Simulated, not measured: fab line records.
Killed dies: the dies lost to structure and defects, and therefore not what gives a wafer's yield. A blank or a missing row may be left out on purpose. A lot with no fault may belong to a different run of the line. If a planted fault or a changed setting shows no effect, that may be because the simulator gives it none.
Which tool is to blame? / flow sky130 / 33 wafers from 11 lots sampled at 6 of the route's 708 steps

== WHAT THE GAUGES SHOWED, per wafer ==
SKY_SPACER_THK_MEAS_01. Usual: for SPACER_CVD_00_THK the level is 43.2 nm and the standard deviation is 0.39.
lot=L855; measured=day 22 19:43; on=film_metro-02; SPACER_CVD_00_THK (nm)=43.7 43.6 43.3; flag=
lot=L857; measured=day 23 19:53; on=film_metro-01; SPACER_CVD_00_THK (nm)=43.6 43.3 44.1; flag=
lot=L862; measured=day 25 09:28; on=film_metro-04; SPACER_CVD_00_THK (nm)=43.0 43.0 43.3; flag=
lot=L865; measured=day 26 12:50; on=film_metro-02; SPACER_CVD_00_THK (nm)=43.5 43.6 43.8; flag=
lot=L868; measured=day 27 17:25; on=film_metro-04; SPACER_CVD_00_THK (nm)=42.6 42.3 42.6; flag=
lot=L869; measured=day 28 00:07; on=film_metro-04; SPACER_CVD_00_THK (nm)=43.8 43.9 43.6; flag=
lot=L870; measured=day 30 01:28; on=film_metro-02; SPACER_CVD_00_THK (nm)=42.3 42.3 42.1; flag=
lot=L871; measured=day 30 02:41; on=film_metro-02; SPACER_CVD_00_THK (nm)=42.7 43.0 43.2; flag=
lot=L874; measured=day 30 05:14; on=film_metro-04; SPACER_CVD_00_THK (nm)=43.0 43.1 43.2; flag=
lot=L875; measured=day 30 09:19; on=film_metro-02; SPACER_CVD_00_THK (nm)=43.1 43.1 42.8; flag=
lot=L877; measured=day 30 12:01; on=film_metro-02; SPACER_CVD_00_THK (nm)=43.3 43.3 43.2; flag=

SKY_SD_P_CD_MEAS_07: target cd 380 nm. Usual: cd_nm at 380 nm, with a standard deviation of 3.1.
lot=L855; measured=day 25 07:34; on=cd_sem-02; cd_nm (nm)=378 376 379; flag=
lot=L857; measured=day 26 06:42; on=cd_sem-02; cd_nm (nm)=379 379 379; flag=
lot=L862; measured=day 27 18:49; on=cd_sem-01; cd_nm (nm)=379 381 381; flag=
lot=L865; measured=day 28 22:41; on=cd_sem-02; cd_nm (nm)=377 378 378; flag=
lot=L868; measured=day 30 01:43; on=cd_sem-02; cd_nm (nm)=383 384 383; flag=
lot=L869; measured=day 30 07:51; on=cd_sem-02; cd_nm (nm)=379 377 379; flag=
lot=L870; measured=day 32 07:29; on=cd_sem-02; cd_nm (nm)=376 376 377; flag=
lot=L871; measured=day 32 09:41; on=cd_sem-01; cd_nm (nm)=386 385 382; flag=
lot=L874; measured=day 32 11:54; on=cd_sem-02; cd_nm (nm)=382 382 382; flag=
lot=L875; measured=day 32 16:10; on=cd_sem-02; cd_nm (nm)=380 375 379; flag=
lot=L877; measured=day 32 18:20; on=cd_sem-02; cd_nm (nm)=382 384 379; flag=

SKY_SD_N_RS_MEAS_16: measures by four-point-probe. Usual: for SD_N_RS the level is 68.53 ohm/sq and the standard deviation is 0.15.
lot=L855; measured=day 27 18:44; on=film_metro-01; SD_N_RS (ohm/sq)=68.34 68.54 68.55; flag=
lot=L857; measured=day 28 17:15; on=film_metro-03; SD_N_RS (ohm/sq)=68.31 68.32 68.39; flag=
lot=L862; measured=day 30 03:55; on=film_metro-01; SD_N_RS (ohm/sq)=64.93 65.08 64.92; flag=OFF
lot=L865; measured=day 31 07:00; on=film_metro-03; SD_N_RS (ohm/sq)=64.65 64.70 64.58; flag=OFF
lot=L868; measured=day 32 09:22; on=film_metro-04; SD_N_RS (ohm/sq)=68.60 68.57 68.65; flag=
lot=L869; measured=day 32 15:29; on=film_metro-03; SD_N_RS (ohm/sq)=68.41 68.49 68.57; flag=
lot=L870; measured=day 34 13:55; on=film_metro-03; SD_N_RS (ohm/sq)=68.46 68.47 68.43; flag=
lot=L871; measured=day 34 14:35; on=film_metro-04; SD_N_RS (ohm/sq)=68.69 68.66 68.71; flag=
lot=L874; measured=day 34 18:12; on=film_metro-04; SD_N_RS (ohm/sq)=68.84 68.73 68.67; flag=
lot=L875; measured=day 34 21:37; on=film_metro-01; SD_N_RS (ohm/sq)=68.60 68.58 68.66; flag=
lot=L877; measured=day 35 00:25; on=film_metro-01; SD_N_RS (ohm/sq)=68.87 68.56 68.62; flag=

== WHICH TOOL RAN EACH LOT (tool, then ch and the chambers of the sampled wafers, then the start) ==
lot=L855; SKY_SD_N_IMPLANT_09=implanter-01 ch 0, day 27 18:04; SKY_SD_N_STRIP_11=plasma_asher-04 ch 0,1, day 27 18:22; SKY_SD_N_RTA_14=rtp_anneal-02 ch 0, day 27 18:34
lot=L857; SKY_SD_N_IMPLANT_09=implanter-03 ch 0, day 28 16:34; SKY_SD_N_STRIP_11=plasma_asher-02 ch 0,1, day 28 16:52; SKY_SD_N_RTA_14=rtp_anneal-02 ch 0, day 28 17:05
lot=L862; SKY_SD_N_IMPLANT_09=implanter-03 ch 0, day 30 03:14; SKY_SD_N_STRIP_11=plasma_asher-04 ch 0,1, day 30 03:31; SKY_SD_N_RTA_14=rtp_anneal-01 ch 0, day 30 03:44
lot=L865; SKY_SD_N_IMPLANT_09=implanter-03 ch 0, day 31 06:19; SKY_SD_N_STRIP_11=plasma_asher-02 ch 0,1, day 31 06:36; SKY_SD_N_RTA_14=rtp_anneal-02 ch 0, day 31 06:48
lot=L868; SKY_SD_N_IMPLANT_09=implanter-04 ch 0, day 32 08:41; SKY_SD_N_STRIP_11=plasma_asher-02 ch 0,1, day 32 08:58; SKY_SD_N_RTA_14=rtp_anneal-01 ch 0, day 32 09:11
lot=L869; SKY_SD_N_IMPLANT_09=implanter-01 ch 0, day 32 14:49; SKY_SD_N_STRIP_11=plasma_asher-02 ch 0,1, day 32 15:07; SKY_SD_N_RTA_14=rtp_anneal-02 ch 0, day 32 15:19
lot=L870; SKY_SD_N_IMPLANT_09=implanter-03 ch 0, day 34 13:14; SKY_SD_N_STRIP_11=plasma_asher-02 ch 0,1, day 34 13:31; SKY_SD_N_RTA_14=rtp_anneal-01 ch 0, day 34 13:44
lot=L871; SKY_SD_N_IMPLANT_09=implanter-01 ch 0, day 34 13:55; SKY_SD_N_STRIP_11=plasma_asher-04 ch 0,1, day 34 14:11; SKY_SD_N_RTA_14=rtp_anneal-02 ch 0, day 34 14:23
lot=L874; SKY_SD_N_IMPLANT_09=implanter-03 ch 0, day 34 17:28; SKY_SD_N_STRIP_11=plasma_asher-02 ch 0,1, day 34 17:46; SKY_SD_N_RTA_14=rtp_anneal-02 ch 0, day 34 18:02
lot=L875; SKY_SD_N_IMPLANT_09=implanter-03 ch 0, day 34 20:56; SKY_SD_N_STRIP_11=plasma_asher-04 ch 0,1, day 34 21:13; SKY_SD_N_RTA_14=rtp_anneal-01 ch 0, day 34 21:26
lot=L877; SKY_SD_N_IMPLANT_09=implanter-03 ch 0, day 34 23:44; SKY_SD_N_STRIP_11=plasma_asher-04 ch 0,1, day 35 00:01; SKY_SD_N_RTA_14=rtp_anneal-02 ch 0, day 35 00:14
- SKY_SD_N_IMPLANT_09
- SKY_SD_N_STRIP_11: strips in O2/N2.
- SKY_SD_N_RTA_14: time 2 s.

== AS READ BY THE TOOLS THEMSELVES (means over the sampled wafers that have a number; for cases with no such wafer, the mark the record gives instead) ==
SKY_SD_N_IMPLANT_09. Usual: beam_on_s 16.2 s, standard deviation 2; dose_ions_cm2 4e+15, standard deviation 4.8e+12.
lot=L855; tool=implanter-01; beam_on_s (s)=18.8; dose_ions_cm2=4e+15; flag=
lot=L857; tool=implanter-03; beam_on_s (s)=14.4; dose_ions_cm2=4e+15; flag=
lot=L862; tool=implanter-03; beam_on_s (s)=24.4; dose_ions_cm2=7e+15; flag=OFF
lot=L865; tool=implanter-03; beam_on_s (s)=24.5; dose_ions_cm2=7e+15; flag=OFF
lot=L868; tool=implanter-04; beam_on_s (s)=15.2; dose_ions_cm2=4e+15; flag=
lot=L869; tool=implanter-01; beam_on_s (s)=19.0; dose_ions_cm2=4e+15; flag=
lot=L870; tool=implanter-03; beam_on_s (s)=14.8; dose_ions_cm2=4e+15; flag=
lot=L871; tool=implanter-01; beam_on_s (s)=18.9; dose_ions_cm2=4e+15; flag=
lot=L874; tool=implanter-03; beam_on_s (s)=14.6; dose_ions_cm2=4e+15; flag=
lot=L875; tool=implanter-03; beam_on_s (s)=14.5; dose_ions_cm2=4e+15; flag=
lot=L877; tool=implanter-03; beam_on_s (s)=14.7; dose_ions_cm2=4e+15; flag=

SKY_SD_N_STRIP_11. Usual: chamber_pressure_mTorr 1500.1 mTorr, standard deviation 1.4; drypump_motor_current_A 5.54 A, standard deviation 0.19; oes_product_au 0.528 a.u., standard deviation 0.0046; strip_time_to_endpoint_s 22.56 s, standard deviation 0.042.
lot=L855; tool=plasma_asher-04; chamber_pressure_mTorr (mTorr)=1500.0; drypump_motor_current_A (A)=5.49; oes_product_au (a.u.)=0.523; strip_time_to_endpoint_s (s)=22.55; flag=
lot=L857; tool=plasma_asher-02; chamber_pressure_mTorr (mTorr)=1499.1; drypump_motor_current_A (A)=5.77; oes_product_au (a.u.)=0.527; strip_time_to_endpoint_s (s)=22.51; flag=
lot=L862; tool=plasma_asher-04; chamber_pressure_mTorr (mTorr)=1499.7; drypump_motor_current_A (A)=5.54; oes_product_au (a.u.)=0.517; strip_time_to_endpoint_s (s)=23.66; flag=OFF
lot=L865; tool=plasma_asher-02; chamber_pressure_mTorr (mTorr)=1501.0; drypump_motor_current_A (A)=5.74; oes_product_au (a.u.)=0.514; strip_time_to_endpoint_s (s)=23.66; flag=OFF
lot=L868; tool=plasma_asher-02; chamber_pressure_mTorr (mTorr)=1501.3; drypump_motor_current_A (A)=5.64; oes_product_au (a.u.)=0.525; strip_time_to_endpoint_s (s)=22.56; flag=
lot=L869; tool=plasma_asher-02; chamber_pressure_mTorr (mTorr)=1501.4; drypump_motor_current_A (A)=5.64; oes_product_au (a.u.)=0.523; strip_time_to_endpoint_s (s)=22.61; flag=
lot=L870; tool=plasma_asher-02; chamber_pressure_mTorr (mTorr)=1499.8; drypump_motor_current_A (A)=5.65; oes_product_au (a.u.)=0.525; strip_time_to_endpoint_s (s)=22.48; flag=
lot=L871; tool=plasma_asher-04; chamber_pressure_mTorr (mTorr)=1500.1; drypump_motor_current_A (A)=5.47; oes_product_au (a.u.)=0.530; strip_time_to_endpoint_s (s)=22.60; flag=
lot=L874; tool=plasma_asher-02; chamber_pressure_mTorr (mTorr)=1499.2; drypump_motor_current_A (A)=5.65; oes_product_au (a.u.)=0.525; strip_time_to_endpoint_s (s)=22.60; flag=
lot=L875; tool=plasma_asher-04; chamber_pressure_mTorr (mTorr)=1501.1; drypump_motor_current_A (A)=5.48; oes_product_au (a.u.)=0.525; strip_time_to_endpoint_s (s)=22.54; flag=
lot=L877; tool=plasma_asher-04; chamber_pressure_mTorr (mTorr)=1499.2; drypump_motor_current_A (A)=5.48; oes_product_au (a.u.)=0.527; strip_time_to_endpoint_s (s)=22.52; flag=

SKY_SD_N_RTA_14. Usual: lamp_power_pct 15.73 %, standard deviation 0.059; wafer_temp_C_max 1078.2, standard deviation 1.4.
lot=L855; tool=rtp_anneal-02; lamp_power_pct (%)=15.77; wafer_temp_C_max=1078.6; flag=
lot=L857; tool=rtp_anneal-02; lamp_power_pct (%)=15.73; wafer_temp_C_max=1077.5; flag=
lot=L862; tool=rtp_anneal-01; lamp_power_pct (%)=15.66; wafer_temp_C_max=1077.5; flag=
lot=L865; tool=rtp_anneal-02; lamp_power_pct (%)=15.76; wafer_temp_C_max=1077.8; flag=
lot=L868; tool=rtp_anneal-01; lamp_power_pct (%)=15.76; wafer_temp_C_max=1078.8; flag=
lot=L869; tool=rtp_anneal-02; lamp_power_pct (%)=15.75; wafer_temp_C_max=1080.0; flag=
lot=L870; tool=rtp_anneal-01; lamp_power_pct (%)=15.73; wafer_temp_C_max=1077.6; flag=
lot=L871; tool=rtp_anneal-02; lamp_power_pct (%)=15.75; wafer_temp_C_max=1078.1; flag=
lot=L874; tool=rtp_anneal-02; lamp_power_pct (%)=15.73; wafer_temp_C_max=1078.3; flag=
lot=L875; tool=rtp_anneal-01; lamp_power_pct (%)=15.73; wafer_temp_C_max=1078.1; flag=
lot=L877; tool=rtp_anneal-02; lamp_power_pct (%)=15.77; wafer_temp_C_max=1078.3; flag=

== THE ANSWER, worked out from the rows above alone ==
Rule: a lot is off if the mean of its wafers that have a number lies more than 3 standard deviations from the usual mean. A lot without any number at a reading at which 4 lots or more have one is off too. The other lots that the step has rows for count as sound. First the gauges in route order, then the tools' own readings, where a lot's mean is used as printed above. The first step at which some lot is off is used, and at that step the reading that is off furthest; a lot without a number counts as furthest.
Off: at SKY_SD_N_RS_MEAS_16 (SD_N_RS), L862, L865.
A tool fits if, at a process step before that reading, it ran every lot that is off, and no sound lot after the first of them. Not tried: the gauges at SKY_SD_N_RS_MEAS_16; whatever is off there is also off at SKY_SD_N_IMPLANT_09, on other tools, and gauge error can't account for it. None of those tried fits.

== WHAT WAS PUT IN BY THE SIMULATOR ==
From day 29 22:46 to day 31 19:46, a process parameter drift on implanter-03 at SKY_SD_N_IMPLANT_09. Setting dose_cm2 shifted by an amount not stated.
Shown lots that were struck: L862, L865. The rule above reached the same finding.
